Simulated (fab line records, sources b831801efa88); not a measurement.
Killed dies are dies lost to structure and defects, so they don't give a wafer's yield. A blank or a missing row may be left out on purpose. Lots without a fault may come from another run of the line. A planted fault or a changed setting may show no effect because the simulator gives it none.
fab line records | flow sky130
record lots=14 wafers=36 last_day=50
route steps=708 shown METAL1@450 VIA1@458 PAD_OPEN@708
lots that met no fault: from a run of the same line without faults
start_h: hours from the record's first day to the start of the lot's first wafer shown | wait_h: hours since the lot's step before | " the same as in the row above | L1.1+2: a row that stands for several wafers | - no value, or no start given | * or withheld: withheld | < > ~ a bound
route shown NAME@n: a module of which the file shows steps, and the number in the route of the first | usual: mean/standard deviation of fault-free wafers | same: alike in all rows | chamber/n: place in a boat | sites: the reading at each site | _std_site: their standard deviation | _edge_site: outer sites' mean less inner sites' | radius_mm: how far each site lies from the wafer's centre | mask NAME#n: copy n | behind: the tool/chamber that last shaped the wafer | hold: why the lot was held/for how many hours/how that ended | device: the transistor (n, p or np) that didn't switch | end of line: the same wafers' tests at the end of the route | a step without rows: its recipe alone | killed: dies lost to structure and defects at the first sort, not the wafer's yield | map: a wafer's dies, x killed, . not, _ none there
set.NAME: the setting as run; set.NAME@STEP: as run at that earlier step | model.NAME: the simulator's own value behind a step, which no gauge read
steps of the route over a sample of lots; a table a step, a row a wafer
services: from which hour (start_h, from the record's first day; less than 0 if before it) a tool's chamber was out of use, for how many hours, and why
## steps
# step SKY_METAL1_OVL_MEAS_16
# usual METAL1_OVL=-1/5.4
# columns lot.wafer tool chamber start_h wait_h METAL1_OVL[nm]
L389.3 overlay-02 - 771.26 0.1 -7
L389.5 " - " " -10
L389.6 " - " " -3
L390.1 overlay-01 - 779.90 0.1 2
L390.3 " - " " -5
L390.6 " - " " -4
L391.2 overlay-01 - 784.90 0.1 -15
L391.4 " - " " -13
L391.5 " - " " -13
L392.1 overlay-01 - 802.94 0.1 1
L392.4 " - " " 11
L392.6 " - " " 6
L395.1 overlay-01 - 836.70 0.1 -3
L395.2 " - " " -7
L395.3 " - " " -3
L396.3 overlay-01 - 852.51 0.1 -2
L396.5 " - " " -7
L396.6 " - " " -9
L399.2 overlay-02 - 857.60 0.1 -2
L399.3 " - " " 0
L399.6 " - " " 2
L401.1 overlay-02 - 876.65 0.1 -8
L401.3 " - " " -8
L401.4 " - " " -9
L405.1 overlay-02 - 901.95 0.1 -6
L405.2 " - " " -3
L405.5 " - " " -1
L406.1 overlay-02 - 904.77 0.1 -3
L407.3 overlay-01 - 908.76 0.1 -7
L408.2 overlay-02 - 909.81 0.1 1
L411.1 overlay-02 - 936.29 0.1 4
L411.2 " - " " -2
L411.4 " - " " -5
L412.4 overlay-01 - 938.96 0.1 -3
L412.5 " - " " 4
L412.6 " - " " -3
# step SKY_METAL1_DESCUM_17
# recipe chemistry=O2 source_power_w=150 bias_power_w=0 pressure_mtorr=10 temp_c=40 time_s=8
# usual drypump_motor_current_A=5.8/0.54 oes_product_au=1.003/0.011
# columns lot.wafer tool chamber start_h wait_h drypump_motor_current_A oes_product_au rf_hours_counter_h
L389.3 rie_metal-04 1 771.29 0.0 6.4 0.996 -
L389.5 " 0 " " 5.5 1.003 -
L389.6 " 1 " " 6.4 1.002 -
L390.1 rie_metal-04 1 779.94 0.0 6.4 0.987 7
L390.3 " 0 " " 5.5 1.006 -
L390.6 " 0 " " 5.5 0.995 -
L391.2 rie_metal-03 1 784.93 0.0 5.5 1.021 3
L391.4 " 0 " " 4.9 1.000 -
L391.5 " 1 " " 5.4 1.012 -
L392.1 rie_metal-04 1 802.98 0.0 6.3 1.011 8
L392.4 " 1 " " 6.4 0.987 -
L392.6 " 1 " " 6.3 0.998 -
L395.1 rie_metal-04 1 836.74 0.0 6.4 0.992 10
L395.2 " 0 " " 5.5 1.004 1
L395.3 " 0 " " 5.5 0.999 -
L396.3 rie_metal-01 0 852.54 0.0 6.5 1.004 -
L396.5 " 1 " " 5.6 0.996 -
L396.6 " 0 " " 6.5 1.002 -
L399.2 rie_metal-01 0 857.63 0.0 6.5 0.997 16
L399.3 " 1 " " 5.5 0.981 -
L399.6 " 0 " " 6.5 1.003 -
L401.1 rie_metal-03 1 876.68 0.0 5.5 1.016 9
L401.3 " 0 " " 4.9 1.005 -
L401.4 " 1 " " 5.5 1.031 -
L405.1 rie_metal-04 1 901.98 0.0 6.3 0.989 11
L405.2 " 0 " " 5.5 1.009 4
L405.5 " 1 " " 6.4 0.989 -
L406.1 rie_metal-04 1 904.81 0.0 6.3 0.985 11
L407.3 rie_metal-04 1 908.80 0.0 6.4 0.998 -
L408.2 rie_metal-04 1 909.84 0.0 6.3 0.996 12
L411.1 rie_metal-03 1 936.33 0.0 5.5 1.019 12
L411.2 " 0 " " 4.9 1.005 4
L411.4 " 1 " " 5.5 1.016 -
L412.4 rie_metal-01 1 938.99 0.0 5.6 1.002 -
L412.5 " 0 " " 6.5 0.999 -
L412.6 " 1 " " 5.5 1.008 -
# step SKY_METAL1_METAL_ETCH_19
# recipe target_depth_a=3600 stop_on=SiO2 over_etch_frac=0.3 time_s=78 chemistry=Cl2/BCl3 resist_sidewall_deg=88 pressure_mtorr=10 icp_w=900 bias_w=48.5 Cl2_flow_sccm=60 bcl3_flow_sccm=30
# usual bias_w=48.50/0.11 drypump_motor_current_A=5.8/0.53 oes_product_au=0.854/0.0062 throttle_valve_pct=22.265/0.0088
# columns lot.wafer tool chamber start_h wait_h bias_w drypump_motor_current_A oes_product_au rf_hours_counter_h throttle_valve_pct
L389.3 rie_metal-04 1 771.41 0.1 48.33 6.3 0.858 - 22.266
L389.5 " 0 " " 48.44 5.5 0.862 - 22.288
L389.6 " 1 " " 48.55 6.4 0.846 - 22.254
L390.1 rie_metal-04 1 780.03 0.0 48.59 6.3 0.842 7 22.246
L390.3 " 0 " " 48.61 5.5 0.850 - 22.262
L390.6 " 0 " " 48.29 5.5 0.856 - 22.272
L391.2 rie_metal-03 1 785.03 0.0 48.63 5.5 0.849 3 22.274
L391.4 " 0 " " 48.63 4.9 0.867 - 22.252
L391.5 " 1 " " 48.43 5.5 0.853 - 22.263
L392.1 rie_metal-04 1 803.17 0.1 48.40 6.3 0.854 8 22.267
L392.4 " 1 " " 48.54 6.3 0.847 - 22.287
L392.6 " 1 " " 48.33 6.3 0.859 - 22.259
L395.1 rie_metal-04 1 836.83 0.0 48.29 6.4 0.861 10 22.265
L395.2 " 0 " " 48.58 5.5 0.857 1 22.275
L395.3 " 0 " " 48.51 5.5 0.848 - 22.261
L396.3 rie_metal-01 0 852.66 0.1 48.44 6.5 0.862 - 22.257
L396.5 " 1 " " 48.33 5.5 0.850 - 22.267
L396.6 " 0 " " 48.40 6.5 0.860 - 22.263
L399.2 rie_metal-01 0 857.72 0.0 48.61 6.5 0.851 16 22.280
L399.3 " 1 " " 48.60 5.6 0.868 - 22.263
L399.6 " 0 " " 48.48 6.5 0.861 - 22.251
L401.1 rie_metal-03 1 876.78 0.0 48.59 5.5 0.862 9 22.272
L401.3 " 0 " " 48.41 4.9 0.851 - 22.258
L401.4 " 1 " " 48.54 5.4 0.842 - 22.274
L405.1 rie_metal-04 1 902.08 0.0 48.37 6.4 0.841 11 22.272
L405.2 " 0 " " 48.67 5.5 0.852 4 22.252
L405.5 " 1 " " 48.46 6.4 0.854 - 22.256
L406.1 rie_metal-04 1 904.90 0.0 48.51 6.4 0.854 11 22.251
L407.3 rie_metal-04 1 908.91 0.1 48.59 6.3 0.851 - 22.254
L408.2 rie_metal-04 1 909.93 0.0 48.48 6.3 0.849 12 22.265
L411.1 rie_metal-03 1 936.42 0.0 48.57 5.5 0.849 12 22.268
L411.2 " 0 " " 48.66 4.8 0.849 4 22.256
L411.4 " 1 " " 48.52 5.5 0.852 - 22.278
L412.4 rie_metal-01 1 939.11 0.1 48.47 5.6 0.854 - 22.272
L412.5 " 0 " " 48.51 6.5 0.861 - 22.252
L412.6 " 1 " " 48.58 5.6 0.864 - 22.272
# step SKY_VIA1_HDPCVD_00
# recipe material=SiO2 target_thk_nm=1030 sigma_open_frac=0.3 time_s=171.7 temp_c=400 sih4_flow_sccm=60 pressure_mtorr=6
# usual run_length_s=199.9/0.48
# columns lot.wafer tool chamber start_h wait_h run_length_s
L389.3 hdpcvd-01 2 772.08 0.0 199.1
L389.5 " 1 " " 199.7
L389.6 " 2 " " 199.8
L390.1 hdpcvd-02 1 780.75 0.0 200.3
L390.3 " 0 " " 199.8
L390.6 " 1 " " 200.0
L391.2 hdpcvd-02 0 786.06 0.0 200.1
L391.4 " 2 " " 200.1
L391.5 " 0 " " 199.6
L392.1 hdpcvd-01 1 803.94 0.0 199.7
L392.4 " 0 " " 199.1
L392.6 " 1 " " 199.7
L395.1 hdpcvd-01 0 837.51 0.0 199.3
L395.2 " 2 " " 199.3
L395.3 " 1 " " 200.2
L396.3 hdpcvd-02 1 853.35 0.0 200.4
L396.5 " 2 " " 200.2
L396.6 " 1 " " 200.1
L399.2 hdpcvd-01 2 858.47 0.0 200.0
L399.3 " 0 " " 199.3
L399.6 " 0 " " 199.5
L401.1 hdpcvd-02 0 877.48 0.0 199.9
L401.3 " 1 " " 200.6
L401.4 " 1 " " 200.0
L405.1 hdpcvd-01 0 902.80 0.0 199.5
L405.2 " 2 " " 199.0
L405.5 " 0 " " 199.4
L406.1 hdpcvd-01 2 905.70 0.0 187.5
L407.3 hdpcvd-01 2 909.81 0.0 187.7
L408.2 hdpcvd-01 2 910.72 0.0 187.5
L411.1 hdpcvd-01 0 937.10 0.0 199.1
L411.2 " 2 " " 187.2
L411.4 " 0 " " 199.4
L412.4 hdpcvd-02 0 939.82 0.1 199.8
L412.5 " 1 " " 201.1
L412.6 " 2 " " 200.3
# step SKY_VIA1_THK_MEAS_01
# recipe reads=SiO2_of_VIA1_HDPCVD_00
# usual VIA1_HDPCVD_THK=1031/10
# columns lot.wafer tool chamber start_h wait_h VIA1_HDPCVD_THK[nm]
L389.3 film_metro-04 - 772.21 0.1 1039
L389.5 " - " " 1028
L389.6 " - " " 1048
L390.1 film_metro-03 - 780.87 0.1 1006
L390.3 " - " " 1028
L390.6 " - " " 1013
L391.2 film_metro-03 - 786.18 0.1 1054
L391.4 " - " " 1037
L391.5 " - " " 1049
L392.1 film_metro-03 - 804.05 0.1 1034
L392.4 " - " " 1027
L392.6 " - " " 1025
L395.1 film_metro-03 - 837.63 0.1 1036
L395.2 " - " " 1048
L395.3 " - " " 1028
L396.3 film_metro-03 - 853.48 0.1 1036
L396.5 " - " " 1029
L396.6 " - " " 1024
L399.2 film_metro-03 - 858.59 0.1 1040
L399.3 " - " " 1034
L399.6 " - " " 1034
L401.1 film_metro-03 - 877.59 0.1 1048
L401.3 " - " " 1050
L401.4 " - " " 1034
L405.1 film_metro-03 - 902.91 0.1 1010
L405.2 " - " " 1008
L405.5 " - " " 1016
L406.1 film_metro-03 - 905.81 0.1 970
L407.3 film_metro-02 - 909.94 0.1 956
L408.2 film_metro-02 - 910.84 0.1 959
L411.1 film_metro-02 - 937.27 0.1 1029
L411.2 " - " " 967
L411.4 " - " " 1029
L412.4 film_metro-03 - 939.91 0.0 1025
L412.5 " - " " 1015
L412.6 " - " " 1025
# step SKY_PAD_OPEN_PROBE_99
# usual killed_at_M0_to_M3=42/6.2 killed_at_M4_up=3.0/1.8 killed_at_contacts=25/5.9 killed_at_front_end=15/4.5 killed_at_other=0.2/0.45 killed_dies=85/9.9 killed_open=47/6.7 killed_short=39/6.4
# same gross_dies=492 killed_at_back_side=0
# columns lot.wafer tool chamber start_h wait_h killed_at_M0_to_M3 killed_at_M4_up killed_at_contacts killed_at_front_end killed_at_other killed_dies killed_open killed_short
L389.3 prober-01 - 1086.09 0.2 39 2 32 10 0 83 45 38
L389.5 prober-01 - 1086.19 0.2 44 3 17 15 2 81 46 35
L389.6 prober-01 - 1086.24 0.2 50 2 31 13 0 96 55 41
L390.1 prober-02 - 1088.05 0.1 42 2 33 6 2 85 44 41
L390.3 prober-02 - 1088.15 0.2 29 3 22 12 0 66 37 29
L390.6 prober-02 - 1088.30 0.2 33 2 30 9 0 74 37 37
L401.1 prober-02 - 1167.06 0.1 30 2 16 18 0 66 39 27
L401.3 prober-02 - 1167.16 0.2 35 1 29 18 0 83 51 32
L401.4 prober-02 - 1167.21 0.2 43 4 21 12 0 80 44 36
L405.1 prober-01 - 1182.99 0.1 46 3 41 13 0 103 52 51
L405.2 prober-01 - 1183.04 0.1 50 3 28 17 1 99 50 49
L405.5 prober-01 - 1183.19 0.2 43 5 31 20 0 99 55 44
L406.1 prober-02 - 1187.95 0.1 32 4 27 18 0 81 50 31
L407.3 prober-01 - 1188.31 0.2 53 5 22 22 1 103 50 53
L408.2 prober-02 - 1189.70 0.1 38 4 21 14 0 77 42 35
L411.1 prober-02 - 1203.70 0.1 45 4 19 14 0 82 45 37
L411.2 prober-02 - 1203.75 0.1 40 3 18 18 0 79 41 38
L411.4 prober-02 - 1203.85 0.2 40 6 30 24 0 100 53 47
L412.4 prober-02 - 1207.30 0.2 40 5 29 11 0 85 55 30
L412.5 prober-02 - 1207.35 0.2 39 2 22 12 0 75 44 31
L412.6 prober-02 - 1207.40 0.2 48 3 39 18 1 109 69 40
# killed by level:class
L389.3 CONTACT:geometric_particle:open=14 CONTACT:geometric_particle:short=8 VIA3:geometric_particle:open=8 VIA1:geometric_particle:open=6 METAL1:geometric_particle:short=6 LI_CONTACT:geometric_particle:open=5 POLY_GATE:geometric_particle:short=4 LOCAL_INTERCONNECT:geometric_particle:short=4
L389.5 VIA1:geometric_particle:open=12 VIA2:geometric_particle:open=9 VIA1:geometric_particle:short=6 POLY_GATE:geometric_particle:open=5 CONTACT:geometric_particle:short=5 METAL2:geometric_particle:short=5 LI_CONTACT:geometric_particle:open=4 LOCAL_INTERCONNECT:geometric_particle:short=4
L389.6 VIA3:geometric_particle:open=11 VIA1:geometric_particle:open=11 CONTACT:geometric_particle:open=10 LI_CONTACT:geometric_particle:open=8 CONTACT:geometric_particle:short=6 VIA1:geometric_particle:short=6 VIA3:geometric_particle:short=6 VIA2:geometric_particle:open=6
L390.1 CONTACT:geometric_particle:open=12 VIA1:geometric_particle:open=10 LI_CONTACT:geometric_particle:open=9 METAL2:geometric_particle:short=6 VIA3:geometric_particle:short=6 FIELD_ISO:geometric_particle:short=4 METAL1:geometric_particle:short=4 VIA2:geometric_particle:open=4
L390.3 LI_CONTACT:geometric_particle:open=7 VIA1:geometric_particle:open=7 CONTACT:geometric_particle:open=6 CONTACT:geometric_particle:short=5 VIA3:geometric_particle:open=5 FIELD_ISO:geometric_particle:short=4 VIA2:geometric_particle:open=4 VIA1:geometric_particle:short=4
L390.6 VIA1:geometric_particle:open=12 CONTACT:geometric_particle:short=9 LI_CONTACT:geometric_particle:open=7 CONTACT:geometric_particle:open=6 LI_CONTACT:geometric_particle:short=5 VIA1:geometric_particle:short=5 FIELD_ISO:geometric_particle:open=3 VIA3:geometric_particle:open=3
L401.1 CONTACT:geometric_particle:open=13 POLY_GATE:geometric_particle:short=8 VIA1:geometric_particle:open=7 METAL1:geometric_particle:short=6 POLY_GATE:geometric_particle:open=4 VIA3:geometric_particle:short=4 VIA2:geometric_particle:open=3 VIA3:geometric_particle:open=3
L401.3 VIA1:geometric_particle:open=11 CONTACT:geometric_particle:open=10 LI_CONTACT:geometric_particle:open=8 VIA2:geometric_particle:open=6 CONTACT:geometric_particle:short=5 VIA3:geometric_particle:open=5 FIELD_ISO:geometric_particle:short=4 FIELD_ISO:geometric_particle:open=4
L401.4 VIA1:geometric_particle:open=9 CONTACT:geometric_particle:open=8 LI_CONTACT:geometric_particle:open=8 VIA1:geometric_particle:short=6 METAL1:geometric_particle:short=6 VIA3:geometric_particle:open=5 VIA2:geometric_particle:open=5 FIELD_ISO:geometric_particle:short=3
L405.1 CONTACT:geometric_particle:open=16 CONTACT:geometric_particle:short=9 LI_CONTACT:geometric_particle:open=8 FIELD_ISO:geometric_particle:short=7 VIA3:geometric_particle:open=6 VIA1:geometric_particle:open=6 LOCAL_INTERCONNECT:geometric_particle:short=5 METAL1:geometric_particle:short=5
L405.2 VIA1:geometric_particle:open=11 METAL1:geometric_particle:short=8 LOCAL_INTERCONNECT:geometric_particle:short=7 METAL2:geometric_particle:short=7 CONTACT:geometric_particle:open=6 FIELD_ISO:geometric_particle:open=5 LI_CONTACT:geometric_particle:open=5 CONTACT:geometric_particle:short=5
L405.5 LI_CONTACT:geometric_particle:open=10 CONTACT:geometric_particle:open=10 FIELD_ISO:geometric_particle:short=8 METAL2:geometric_particle:short=8 CONTACT:geometric_particle:short=6 METAL1:geometric_particle:open=6 POLY_GATE:geometric_particle:open=5 METAL2:geometric_particle:open=5
L406.1 LI_CONTACT:geometric_particle:open=10 CONTACT:geometric_particle:open=9 VIA1:geometric_particle:open=8 FIELD_ISO:geometric_particle:short=6 VIA2:geometric_particle:open=5 FIELD_ISO:geometric_particle:open=4 CONTACT:geometric_particle:short=4 METAL3:geometric_particle:short=4
L407.3 VIA1:geometric_particle:open=12 FIELD_ISO:geometric_particle:short=8 VIA3:geometric_particle:open=8 CONTACT:geometric_particle:open=7 VIA2:geometric_particle:open=7 METAL1:geometric_particle:short=6 LOCAL_INTERCONNECT:geometric_particle:short=5 VIA2:geometric_particle:short=5
L408.2 VIA1:geometric_particle:open=9 VIA2:geometric_particle:open=6 LOCAL_INTERCONNECT:geometric_particle:short=5 METAL2:geometric_particle:short=5 FIELD_ISO:geometric_particle:open=4 LI_CONTACT:geometric_particle:open=4 CONTACT:geometric_particle:short=4 CONTACT:geometric_particle:open=4
L411.1 VIA1:geometric_particle:open=11 CONTACT:geometric_particle:open=9 VIA1:geometric_particle:short=7 VIA2:geometric_particle:open=6 LOCAL_INTERCONNECT:geometric_particle:short=6 FIELD_ISO:geometric_particle:open=5 METAL2:geometric_particle:short=5 METAL2:geometric_particle:open=4
L411.2 VIA1:geometric_particle:open=13 POLY_GATE:geometric_particle:open=6 CONTACT:geometric_particle:open=6 VIA1:geometric_particle:short=6 LOCAL_INTERCONNECT:geometric_particle:short=5 FIELD_ISO:geometric_particle:short=4 POLY_GATE:geometric_particle:short=4 CONTACT:geometric_particle:short=4
L411.4 VIA1:geometric_particle:open=12 CONTACT:geometric_particle:open=10 VIA2:geometric_particle:open=9 LOCAL_INTERCONNECT:geometric_particle:short=6 CONTACT:geometric_particle:short=6 METAL4:geometric_particle:short=6 FIELD_ISO:geometric_particle:open=5 POLY_GATE:geometric_particle:short=5
L412.4 CONTACT:geometric_particle:open=12 LI_CONTACT:geometric_particle:open=9 VIA1:geometric_particle:open=9 VIA3:geometric_particle:open=7 METAL2:geometric_particle:short=6 VIA1:geometric_particle:short=5 VIA2:geometric_particle:open=5 CONTACT:geometric_particle:short=4
L412.5 VIA2:geometric_particle:open=10 VIA1:geometric_particle:open=8 CONTACT:geometric_particle:open=8 LI_CONTACT:geometric_particle:open=6 VIA2:geometric_particle:short=5 FIELD_ISO:geometric_particle:short=4 METAL2:geometric_particle:short=4 VIA1:geometric_particle:short=4
L412.6 VIA2:geometric_particle:open=14 CONTACT:geometric_particle:open=12 VIA1:geometric_particle:open=11 LI_CONTACT:geometric_particle:open=9 CONTACT:geometric_particle:short=9 POLY_GATE:geometric_particle:open=7 FIELD_ISO:geometric_particle:open=5 METAL2:geometric_particle:short=5
## services
# columns tool chamber start_h hours kind
rie_metal-03 0 765.40 2.7 repair
rie_metal-01 0 791.47 2.3 repair
rie_metal-04 0 791.70 - clean
rie_metal-04 0 791.70 19.9 scheduled_down
rie_metal-04 0 791.70 19.9 vent_cycle
rie_metal-03 0 793.30 23.4 repair
rie_metal-04 - 812.01 2.8 pm
rie_metal-03 0 816.73 - clean
rie_metal-03 0 816.73 22.0 scheduled_down
rie_metal-03 0 816.73 22.0 vent_cycle
hdpcvd-01 - 822.80 1.8 repair
hdpcvd-02 - 834.14 4.3 pm
hdpcvd-01 - 866.28 2.8 pm
rie_metal-01 0 875.82 - clean
rie_metal-01 0 875.82 11.7 scheduled_down
rie_metal-01 0 875.82 11.7 vent_cycle
rie_metal-04 1 877.20 5.1 repair
rie_metal-03 - 883.71 1.4 pm
hdpcvd-02 - 909.05 6.0 pm
hdpcvd-01 1 925.73 15.4 repair
rie_metal-04 0 931.60 5.4 repair
## key
first_sign step=SKY_VIA1_HDPCVD_00 reading=run_length_s direction=down sigmas=26 usual=* struck=*
effect step=SKY_VIA1_THK_MEAS_01 reading=VIA1_HDPCVD_THK direction=down sigmas=6.5 usual=1031 struck=963
met_at SKY_VIA1_HDPCVD_00
struck_lots L406,L407,L408,L411
struck_wafers L406.1,L407.3,L408.2,L411.2
tester_left_out L406,L407,L408
not_acting_at SKY_METAL1_OVL_MEAS_16,SKY_METAL1_DESCUM_17,SKY_METAL1_METAL_ETCH_19
onset_between 902.80 905.70
earlier_fault kind=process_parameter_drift tool=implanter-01 chamber=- onset_h=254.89 steps=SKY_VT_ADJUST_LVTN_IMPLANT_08 channel=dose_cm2 offset=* shape=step end_h=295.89 acts_in=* stated=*
earlier_fault kind=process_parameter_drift tool=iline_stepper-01 chamber=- onset_h=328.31 steps=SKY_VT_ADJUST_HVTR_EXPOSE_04 channel=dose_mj offset=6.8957 shape=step acts_in=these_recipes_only stated=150
fault kind=process_parameter_drift tool=hdpcvd-01 chamber=2 onset_h=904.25 steps=SKY_VIA1_HDPCVD_00 channel=time_s offset=* shape=step acts_in=* stated=*
# tester_left_out: of these lots the tester's yield and bins aren't shown, on N5 and GAA mostly nor the transistor test; their killed dies are dies lost to structure and defects alone, not to doping, threshold or leakage, so they don't give the yield
